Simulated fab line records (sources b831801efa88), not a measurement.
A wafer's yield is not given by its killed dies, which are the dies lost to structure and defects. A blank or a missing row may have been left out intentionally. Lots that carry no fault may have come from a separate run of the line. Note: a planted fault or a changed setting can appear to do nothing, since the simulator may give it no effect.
The tool behind it: which one? || flow sky130 || 10 lots with 30 wafers sampled at 4 steps, on a route of 708 steps

WHAT THE GAUGES READ, wafer by wafer
SKY_SD_N_RS_MEAS_18: measurement is done with a four-point probe. Usual: RES_XHIGH_RS 333.1 ohm/sq, standard deviation 1.1.
{"lot": "L236", "measured": "day 28 06:50", "on": "film metro-03", "RES_XHIGH_RS (ohm/sq)": "333.9 333.7 334.1", "flag": ""}
{"lot": "L239", "measured": "day 29 04:27", "on": "film metro-03", "RES_XHIGH_RS (ohm/sq)": "333.1 333.5 333.1", "flag": ""}
{"lot": "L243", "measured": "day 30 22:55", "on": "film metro-01", "RES_XHIGH_RS (ohm/sq)": "331.4 331.7 330.0", "flag": ""}
{"lot": "L244", "measured": "day 31 13:11", "on": "film metro-03", "RES_XHIGH_RS (ohm/sq)": "333.4 335.1 332.9", "flag": ""}
{"lot": "L246", "measured": "day 31 17:02", "on": "film metro-01", "RES_XHIGH_RS (ohm/sq)": "333.0 333.3 333.6", "flag": ""}
{"lot": "L247", "measured": "day 31 22:01", "on": "film metro-02", "RES_XHIGH_RS (ohm/sq)": "332.9 333.4 332.6", "flag": ""}
{"lot": "L248", "measured": "day 32 06:35", "on": "film metro-02", "RES_XHIGH_RS (ohm/sq)": "332.7 333.1 331.3", "flag": ""}
{"lot": "L249", "measured": "day 32 15:07", "on": "film metro-02", "RES_XHIGH_RS (ohm/sq)": "335.0 334.9 335.6", "flag": ""}
{"lot": "L254", "measured": "day 34 05:47", "on": "film metro-02", "RES_XHIGH_RS (ohm/sq)": "333.3 333.4 332.8", "flag": ""}
{"lot": "L259", "measured": "day 35 13:47", "on": "film metro-01", "RES_XHIGH_RS (ohm/sq)": "331.6 331.9 331.6", "flag": ""}

SKY_CONTACT_THK_MEAS_01. Usual: CONTACT_CVD_00_THK 75.0 nm, standard deviation 1.
{"lot": "L236", "measured": "day 30 19:39", "on": "film metro-03", "CONTACT_CVD_00_THK (nm)": "75.3 76.8 75.7", "flag": ""}
{"lot": "L239", "measured": "day 31 16:05", "on": "film metro-03", "CONTACT_CVD_00_THK (nm)": "74.7 73.5 74.8", "flag": ""}
{"lot": "L243", "measured": "day 33 09:38", "on": "film metro-01", "CONTACT_CVD_00_THK (nm)": "74.6 74.5 75.4", "flag": ""}
{"lot": "L244", "measured": "day 33 21:42", "on": "film metro-01", "CONTACT_CVD_00_THK (nm)": "75.3 74.2 75.7", "flag": ""}
{"lot": "L246", "measured": "day 34 02:56", "on": "film metro-01", "CONTACT_CVD_00_THK (nm)": "74.4 74.8 75.8", "flag": ""}
{"lot": "L247", "measured": "day 34 07:41", "on": "film metro-03", "CONTACT_CVD_00_THK (nm)": "78.0 79.7 78.7", "flag": "OFF"}
{"lot": "L248", "measured": "day 34 15:46", "on": "film metro-03", "CONTACT_CVD_00_THK (nm)": "77.0 78.2 76.0", "flag": ""}
{"lot": "L249", "measured": "day 34 22:56", "on": "film metro-04", "CONTACT_CVD_00_THK (nm)": "79.0 78.8 78.6", "flag": "OFF"}
{"lot": "L254", "measured": "day 36 13:54", "on": "film metro-01", "CONTACT_CVD_00_THK (nm)": "73.8 77.4 75.0", "flag": ""}
{"lot": "L259", "measured": "day 37 21:37", "on": "film metro-04", "CONTACT_CVD_00_THK (nm)": "74.3 76.2 75.7", "flag": ""}

TOOL THAT RAN EACH LOT (tool first, then ch and the chambers of the sampled wafers, then the start)
{"lot": "L236", "SKY_LI_CONTACT_ETCH_14": "rie diel-02 ch 1,2,3, day 29 12:21", "SKY_CONTACT_CVD_00": "pecvd-02 ch 0,1, day 30 19:37"}
{"lot": "L239", "SKY_LI_CONTACT_ETCH_14": "rie diel-02 ch 2,3, day 30 09:28", "SKY_CONTACT_CVD_00": "pecvd-03 ch 1,2, day 31 16:02"}
{"lot": "L243", "SKY_LI_CONTACT_ETCH_14": "rie diel-02 ch 0,1,2, day 32 02:51", "SKY_CONTACT_CVD_00": "pecvd-03 ch 0,1,2, day 33 09:37"}
{"lot": "L244", "SKY_LI_CONTACT_ETCH_14": "rie diel-02 ch 0,3, day 32 17:09", "SKY_CONTACT_CVD_00": "pecvd-01 ch 0,1, day 33 21:39"}
{"lot": "L246", "SKY_LI_CONTACT_ETCH_14": "rie diel-01 ch 1,2,3, day 32 21:45", "SKY_CONTACT_CVD_00": "pecvd-01 ch 0,2, day 34 02:53"}
{"lot": "L247", "SKY_LI_CONTACT_ETCH_14": "rie diel-02 ch 2,3, day 33 02:49", "SKY_CONTACT_CVD_00": "pecvd-01 ch 0,1,2, day 34 07:38"}
{"lot": "L248", "SKY_LI_CONTACT_ETCH_14": "rie diel-02 ch 0,2,3, day 33 10:48", "SKY_CONTACT_CVD_00": "pecvd-02 ch 0,1, day 34 15:44"}
{"lot": "L249", "SKY_LI_CONTACT_ETCH_14": "rie diel-04 ch 0,1,3, day 33 17:40", "SKY_CONTACT_CVD_00": "pecvd-01 ch 0,1, day 34 22:55"}
{"lot": "L254", "SKY_LI_CONTACT_ETCH_14": "rie diel-04 ch 0,1,2, day 35 09:28", "SKY_CONTACT_CVD_00": "pecvd-02 ch 0,1, day 36 13:52"}
{"lot": "L259", "SKY_LI_CONTACT_ETCH_14": "rie diel-04 ch 0,1,3, day 36 17:24", "SKY_CONTACT_CVD_00": "pecvd-01 ch 0,1,2, day 37 21:35"}
- SKY_LI_CONTACT_ETCH_14: etches BARC in N2/H2, stops on SiO2, time 45.9 s, target depth 60 nm.
- SKY_CONTACT_CVD_00: deposits Si3N4, target thk 75 nm.

WHAT THE TOOLS THEMSELVES READ (means of the sampled wafers that have a number; where no wafer has one, the mark that the record gives instead)
SKY_LI_CONTACT_ETCH_14. Usual: chamber pressure mTorr 30.001 mTorr, standard deviation 0.027; drypump motor current A 5.7 A, standard deviation 0.49; oes product au 0.855 a.u., standard deviation 0.0048; throttle valve pct 13.225 %, standard deviation 0.0093.
{"lot": "L236", "tool": "rie diel-02", "chamber pressure mTorr (mTorr)": 29.984, "drypump motor current A (A)": 6.2, "oes product au (a.u.)": 0.853, "throttle valve pct (%)": 13.231, "flag": ""}
{"lot": "L239", "tool": "rie diel-02", "chamber pressure mTorr (mTorr)": 30.000, "drypump motor current A (A)": 6.1, "oes product au (a.u.)": 0.850, "throttle valve pct (%)": 13.227, "flag": ""}
{"lot": "L243", "tool": "rie diel-02", "chamber pressure mTorr (mTorr)": 29.990, "drypump motor current A (A)": 5.9, "oes product au (a.u.)": 0.854, "throttle valve pct (%)": 13.226, "flag": ""}
{"lot": "L244", "tool": "rie diel-02", "chamber pressure mTorr (mTorr)": 30.026, "drypump motor current A (A)": 6.2, "oes product au (a.u.)": 0.853, "throttle valve pct (%)": 13.232, "flag": ""}
{"lot": "L246", "tool": "rie diel-01", "chamber pressure mTorr (mTorr)": 29.995, "drypump motor current A (A)": 5.6, "oes product au (a.u.)": 0.852, "throttle valve pct (%)": 13.226, "flag": ""}
{"lot": "L247", "tool": "rie diel-02", "chamber pressure mTorr (mTorr)": 30.016, "drypump motor current A (A)": 6.2, "oes product au (a.u.)": 0.852, "throttle valve pct (%)": 13.218, "flag": ""}
{"lot": "L248", "tool": "rie diel-02", "chamber pressure mTorr (mTorr)": 30.006, "drypump motor current A (A)": 6.0, "oes product au (a.u.)": 0.853, "throttle valve pct (%)": 13.222, "flag": ""}
{"lot": "L249", "tool": "rie diel-04", "chamber pressure mTorr (mTorr)": 29.993, "drypump motor current A (A)": 5.5, "oes product au (a.u.)": 0.853, "throttle valve pct (%)": 13.232, "flag": ""}
{"lot": "L254", "tool": "rie diel-04", "chamber pressure mTorr (mTorr)": 30.004, "drypump motor current A (A)": 5.6, "oes product au (a.u.)": 0.857, "throttle valve pct (%)": 13.238, "flag": ""}
{"lot": "L259", "tool": "rie diel-04", "chamber pressure mTorr (mTorr)": 29.990, "drypump motor current A (A)": 5.5, "oes product au (a.u.)": 0.857, "throttle valve pct (%)": 13.224, "flag": ""}

SKY_CONTACT_CVD_00. Usual: heater power outer w 430 W, standard deviation 68; heater power w 736 W, standard deviation 84; rf fwd power W 444.7 W, standard deviation 2.3.
{"lot": "L236", "tool": "pecvd-02", "heater power outer w (W)": 569, "heater power w (W)": 878, "rf fwd power W (W)": 446.4, "flag": ""}
{"lot": "L239", "tool": "pecvd-03", "heater power outer w (W)": 430, "heater power w (W)": 746, "rf fwd power W (W)": 444.3, "flag": ""}
{"lot": "L243", "tool": "pecvd-03", "heater power outer w (W)": 425, "heater power w (W)": 734, "rf fwd power W (W)": 445.2, "flag": ""}
{"lot": "L244", "tool": "pecvd-01", "heater power outer w (W)": 353, "heater power w (W)": 678, "rf fwd power W (W)": 442.0, "flag": ""}
{"lot": "L246", "tool": "pecvd-01", "heater power outer w (W)": 452, "heater power w (W)": 763, "rf fwd power W (W)": 445.3, "flag": ""}
{"lot": "L247", "tool": "pecvd-01", "heater power outer w (W)": 417, "heater power w (W)": 750, "rf fwd power W (W)": 515.0, "flag": "OFF"}
{"lot": "L248", "tool": "pecvd-02", "heater power outer w (W)": 514, "heater power w (W)": 855, "rf fwd power W (W)": 444.9, "flag": ""}
{"lot": "L249", "tool": "pecvd-01", "heater power outer w (W)": 397, "heater power w (W)": 724, "rf fwd power W (W)": 515.4, "flag": "OFF"}
{"lot": "L254", "tool": "pecvd-02", "heater power outer w (W)": 514, "heater power w (W)": 820, "rf fwd power W (W)": 445.3, "flag": ""}
{"lot": "L259", "tool": "pecvd-01", "heater power outer w (W)": 425, "heater power w (W)": 734, "rf fwd power W (W)": 443.2, "flag": ""}

THE ANSWER, worked out from the rows above alone
Rule: a lot counts as off when the mean over its wafers that have a number is more than 3 standard deviations away from the usual mean. A lot without any number at a reading at which 4 lots or more have one is off too. The other lots that the step has rows for count as sound. First the gauges in route order, then the tools' own readings, where a lot's mean is used as printed above. The first step at which some lot is off is used, and at that step the reading that is off furthest; a lot without a number counts as furthest.
Off: L247, L249, at SKY_CONTACT_THK_MEAS_01 (CONTACT_CVD_00_THK).
If a tool, at a process step before that reading, ran all the lots that are off and no sound lot after the first of them, it fits. The gauges at SKY_CONTACT_THK_MEAS_01 aren't tried: what is off there is off at SKY_CONTACT_CVD_00 too, on other tools, and a gauge's error can't cause that. No candidate that was tried fits.

WHAT THE SIMULATOR HAD PUT IN
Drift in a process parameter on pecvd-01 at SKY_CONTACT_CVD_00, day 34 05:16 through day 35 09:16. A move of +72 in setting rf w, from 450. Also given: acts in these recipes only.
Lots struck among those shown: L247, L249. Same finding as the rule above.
